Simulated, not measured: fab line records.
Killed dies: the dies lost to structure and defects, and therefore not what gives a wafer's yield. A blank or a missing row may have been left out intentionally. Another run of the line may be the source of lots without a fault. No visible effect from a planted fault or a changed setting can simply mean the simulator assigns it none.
Matching of chambers :: flow gf180mcu :: GF_V4_CMP_04 on cmp-02 has 4 sister chambers
The step polishes SiO2. 4 wafers are shown with their chamber, then 8 later ones without.

== WAFERS, EACH WITH ITS CHAMBER ==
wafer: L618.6
chamber: 3
motor-current-A (A): 10.4

wafer: L619.5
chamber: 0
motor-current-A (A): 11.5

wafer: L619.6
chamber: 1
motor-current-A (A): 12.0

wafer: L620.2
chamber: 2
motor-current-A (A): 13.2

== WAFERS MISSING THEIR CHAMBER ==
wafer: L620.4
motor-current-A (A): 10.8

wafer: L620.5
motor-current-A (A): 10.4

wafer: L621.1
motor-current-A (A): 11.1

wafer: L621.2
motor-current-A (A): 10.5

wafer: L621.5
motor-current-A (A): 10.9

wafer: L622.1
motor-current-A (A): 12.8

wafer: L622.2
motor-current-A (A): 11.4

wafer: L622.3
motor-current-A (A): 11.0

== THE CHAMBER EACH PASSED THROUGH ==
wafer: L620.4
from the rows above: can't be placed: 3 or 0
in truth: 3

wafer: L620.5
from the rows above: 3
in truth: 3

wafer: L621.1
from the rows above: can't be placed: 0 or 3 or 1
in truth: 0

wafer: L621.2
from the rows above: 3
in truth: 3

wafer: L621.5
from the rows above: can't be placed: 3 or 0 or 1
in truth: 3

wafer: L622.1
from the rows above: can't be placed: 2 or 1
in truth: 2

wafer: L622.2
from the rows above: can't be placed: 0 or 1
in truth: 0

wafer: L622.3
from the rows above: can't be placed: 0 or 3 or 1
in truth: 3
2 of 8 placed correctly. Not placeable from these rows: 6 (in 6, the candidates include the true chamber). Number placed wrongly: 0.
How it was worked out, from the rows above alone: a wafer's distance from a chamber is the root of the sum, over the readings, of the square of ((its reading less the chamber's mean) divided by the reading's scatter). The wafer belongs to the nearest chamber; if the next one is less than 2 further off, it can't be placed. The mean given for a chamber averages the wafers shown for that chamber. The scatter: with one shown wafer a chamber, the root of the mean of the squares of how far each hidden wafer lies from its nearest shown one.
